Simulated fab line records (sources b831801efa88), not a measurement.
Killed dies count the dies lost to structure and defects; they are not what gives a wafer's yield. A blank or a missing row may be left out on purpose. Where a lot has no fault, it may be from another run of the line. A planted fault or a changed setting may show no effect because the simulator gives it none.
Which tool is to blame?    flow sky130    21 wafers from 7 lots sampled at 2 of the route's 708 steps

WHAT THE GAUGES SHOWED, per wafer
SKY_RES_XHIGH_TW_MEAS_09.
lot   measured      on             RES_XHIGH_TW
L559  day 26 09:55  film_metro-01  1620 1615 1619
L562  day 27 21:41  film_metro-02  1685 1679 1680
L565  day 29 05:55  film_metro-03  1620 1619 1616
L570  day 31 15:46  film_metro-02  31 31 31
L577  day 33 01:32  film_metro-02  1686 1690 1677
L579  day 33 14:34  film_metro-01  1626 1622 1629
L581  day 34 06:07  film_metro-02  1685 1688 1675

EACH LOT AND THE TOOL THAT RAN IT (in order: tool; ch and the chambers of the sampled wafers; start)
lot   SKY_RES_XHIGH_DEVELOP_06
L559  litho_track-01 ch 0, day 26 09:31
L562  litho_track-01 ch 0, day 27 21:18
L565  litho_track-03 ch 0, day 29 05:32
L570  litho_track-01, day 31 15:22
L577  litho_track-01 ch 0, day 33 01:10
L579  litho_track-01 ch 0, day 33 14:10
L581  litho_track-01 ch 0, day 34 05:43
- SKY_RES_XHIGH_DEVELOP_06: develop time 60 s.

THE ANSWER, worked out from the rows above alone
Rule: the lots themselves supply what counts as usual. Put in order of their means at a reading, lots are off if they are a third of the lots or fewer, leave a main group of 4 or more, and stand apart from it by a gap of 3 or more times the standard deviation of the main group's means; of several such gaps the widest counts. The tables above print the reading to a certain number of digits; a main group whose means all agree to those digits is not used. A lot without any number at a reading at which 4 lots or more have one is off too. The other lots that the step has rows for count as sound.
Off: L570, at SKY_RES_XHIGH_TW_MEAS_09 (RES_XHIGH_TW). For the main group the mean is 1652 and the standard deviation 31.
A tool fits if, at a process step before that reading, it ran every lot that is off, and no sound lot after the first of them. Gauges at SKY_RES_XHIGH_TW_MEAS_09: tried the same way as those tools. None of those tried fits.

WHAT THE SIMULATOR HAD PUT IN
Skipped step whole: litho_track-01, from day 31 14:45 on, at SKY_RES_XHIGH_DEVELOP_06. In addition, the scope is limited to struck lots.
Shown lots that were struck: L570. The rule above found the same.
